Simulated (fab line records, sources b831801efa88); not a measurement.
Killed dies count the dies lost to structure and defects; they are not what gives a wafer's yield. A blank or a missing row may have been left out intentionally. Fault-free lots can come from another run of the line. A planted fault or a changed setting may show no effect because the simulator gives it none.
What tool caused it?	flow gf180mcu	30 wafers from 10 lots sampled at 5 of the route's 602 steps

## WHAT THE GAUGES READ, wafer by wafer
GF_PASSIVATION_THK_MEAS_01.
lot	measured	on	PASSIVATION_CVD_00_THK (nm)
L622	day 28 16:17	filmMetro-04	990 981 985
L624	day 29 07:35	filmMetro-02	990 991 1387
L625	day 29 16:11	filmMetro-01	987 1399 1005
L626	day 30 01:16	filmMetro-01	994 991 1009
L632	day 31 16:56	filmMetro-01	990 993 1007
L635	day 32 13:57	filmMetro-04	992 977 1017
L637	day 33 03:19	filmMetro-04	958 981 985
L640	day 33 17:29	filmMetro-04	988 1009 1005
L641	day 33 19:59	filmMetro-04	995 994 1019
L643	day 34 08:33	filmMetro-02	972 991 1001

## TOOL THAT RAN EACH LOT (tool first, then ch and the chambers of the sampled wafers, then the start)
lot	GF_TOP_METAL_SPUTTER_01	GF_TOP_METAL_METAL_ETCH_16	GF_TOP_METAL_STRIP_17	GF_PASSIVATION_CVD_00
L622	pvdSputter-02, day 27 20:16	rieMetal-04 ch 0,1, day 28 15:30	plasmaAsher-01 ch 0,1, day 28 15:41	pecvd-02 ch 0,2, day 28 16:13
L624	pvdSputter-02, day 28 11:30	rieMetal-01 ch 0,1, day 29 06:45	plasmaAsher-01 ch 0,1, day 29 06:56	pecvd-02 ch 0,1,2, day 29 07:30
L625	pvdSputter-01, day 28 20:35	rieMetal-04 ch 0,1, day 29 15:23	plasmaAsher-04 ch 1, day 29 15:34	pecvd-02 ch 0,2, day 29 16:05
L626	pvdSputter-01, day 29 05:38	rieMetal-02 ch 0,1, day 30 00:27	plasmaAsher-04 ch 0,1, day 30 00:38	pecvd-01 ch 0,1,2, day 30 01:11
L632	pvdSputter-04, day 30 22:06	rieMetal-01 ch 0,1, day 31 16:05	plasmaAsher-04 ch 0, day 31 16:16	pecvd-01 ch 0,2, day 31 16:50
L635	pvdSputter-04, day 31 20:46	rieMetal-04 ch 0,1, day 32 13:10	plasmaAsher-02 ch 0,1, day 32 13:20	pecvd-02 ch 0,1,2, day 32 13:52
L637	pvdSputter-04, day 32 10:59	rieMetal-02 ch 1, day 33 02:31	plasmaAsher-02 ch 0,1, day 33 02:41	pecvd-01 ch 0,1, day 33 03:14
L640	pvdSputter-02, day 33 00:46	rieMetal-01 ch 1, day 33 16:41	plasmaAsher-01 ch 0,1, day 33 16:52	pecvd-02 ch 0,1,2, day 33 17:24
L641	pvdSputter-04, day 33 04:01	rieMetal-04 ch 0,1, day 33 19:11	plasmaAsher-02 ch 1, day 33 19:22	pecvd-04 ch 1,2, day 33 19:55
L643	pvdSputter-02, day 33 16:49	rieMetal-02 ch 0,1, day 34 07:46	plasmaAsher-01 ch 0,1, day 34 07:56	pecvd-01 ch 1,2, day 34 08:28
- GF_TOP_METAL_SPUTTER_01: material TiN, target thk 30 nm, time 25 s.
- GF_TOP_METAL_METAL_ETCH_16: etches the open film in Cl2/BCl3, stops on SiO2, target depth 1077.5 nm, time 179.6 s.
- GF_TOP_METAL_STRIP_17: strips in O2/N2.
- GF_PASSIVATION_CVD_00: deposits SiO2 from TEOS, target thk 1000 nm, time 111.95 s.

## WHAT THE TOOLS THEMSELVES READ (means of the sampled wafers that have a number; where no wafer has one, the mark that the record gives instead)
GF_TOP_METAL_SPUTTER_01.
lot	tool	throttleValvePct (%)
L622	pvdSputter-02	31.1
L624	pvdSputter-02	30.5
L625	pvdSputter-01	29.7
L626	pvdSputter-01	30.1
L632	pvdSputter-04	30.5
L635	pvdSputter-04	30.6
L637	pvdSputter-04	30.9
L640	pvdSputter-02	31.1
L641	pvdSputter-04	30.8
L643	pvdSputter-02	31.0

GF_TOP_METAL_METAL_ETCH_16.
lot	tool	bcl3FlowSccm (sccm)	chamberPressureMTorr (mTorr)	drypumpMotorCurrentA (A)	oesProductAu (a.u.)	throttleValvePct (%)
L622	rieMetal-04	39.97	8.006	5.9	0.963	28.269
L624	rieMetal-01	40.11	7.999	5.3	0.964	28.264
L625	rieMetal-04	40.10	8.004	6.0	0.955	28.263
L626	rieMetal-02	40.00	8.002	5.7	0.957	28.252
L632	rieMetal-01	40.06	7.997	5.3	0.964	28.255
L635	rieMetal-04	39.93	7.992	6.1	0.966	28.257
L637	rieMetal-02	39.98	8.000	6.2	0.961	28.271
L640	rieMetal-01	40.03	7.995	5.6	0.965	28.258
L641	rieMetal-04	40.05	7.999	6.1	0.956	28.265
L643	rieMetal-02	39.96	8.002	5.8	0.959	28.270

GF_TOP_METAL_STRIP_17.
lot	tool	chamberPressureMTorr (mTorr)	drypumpMotorCurrentA (A)	heaterPowerW (W)	oesProductAu (a.u.)	platenTempC (C)	stripTimeToEndpointS (s)
L622	plasmaAsher-01	1500.5	5.6	356	0.707	250.12	13.37
L624	plasmaAsher-01	1499.7	5.7	328	0.708	249.98	13.40
L625	plasmaAsher-04	1499.2	6.4	323	0.709	249.88	13.39
L626	plasmaAsher-04	1499.5	6.0	326	0.710	249.83	13.57
L632	plasmaAsher-04	1500.4	5.1	337	0.706	250.00	13.47
L635	plasmaAsher-02	1499.4	6.0	314	0.707	250.00	13.33
L637	plasmaAsher-02	1500.3	6.0	317	0.708	249.99	13.62
L640	plasmaAsher-01	1500.9	5.6	326	0.708	249.92	13.35
L641	plasmaAsher-02	1498.9	6.0	347	0.709	249.81	13.37
L643	plasmaAsher-01	1501.3	5.6	354	0.709	250.02	13.44

GF_PASSIVATION_CVD_00.
lot	tool	heaterPowerW (W)
L622	pecvd-02	628
L624	pecvd-02	643
L625	pecvd-02	636
L626	pecvd-01	629
L632	pecvd-01	617
L635	pecvd-02	661
L637	pecvd-01	599
L640	pecvd-02	713
L641	pecvd-04	579
L643	pecvd-01	558

## THE ANSWER, worked out from the rows above alone
Rule: the usual values come from the lots themselves. The widest of any qualifying gaps counts: lots, ordered by their means at a reading, are off when they make up no more than a third of the lots, leave a main group of 4 or more, and stand apart from it by 3 or more times the standard deviation of that group's means. A main group whose means are all the same, to the digits that the tables above print for the reading, isn't used. A lot without any number at a reading at which 4 lots or more have one is off too. Any other lot the step has rows for is counted as sound. First the gauges in route order, then the tools' own readings, where a lot's mean is used as printed above. The first step at which some lot is off is used, and at that step the reading that is off furthest; a lot without a number counts as furthest.
Off: L624, L625, seen at GF_PASSIVATION_THK_MEAS_01 (PASSIVATION_CVD_00_THK). For the main group the mean is 993 nm and the standard deviation 8.8.
A tool fits if, at a process step before that reading, it ran every lot that is off, and no sound lot after the first of them. The gauges at GF_PASSIVATION_THK_MEAS_01 are tried like those tools. Not one of the candidates tried fits.

## WHAT WAS PUT IN BY THE SIMULATOR
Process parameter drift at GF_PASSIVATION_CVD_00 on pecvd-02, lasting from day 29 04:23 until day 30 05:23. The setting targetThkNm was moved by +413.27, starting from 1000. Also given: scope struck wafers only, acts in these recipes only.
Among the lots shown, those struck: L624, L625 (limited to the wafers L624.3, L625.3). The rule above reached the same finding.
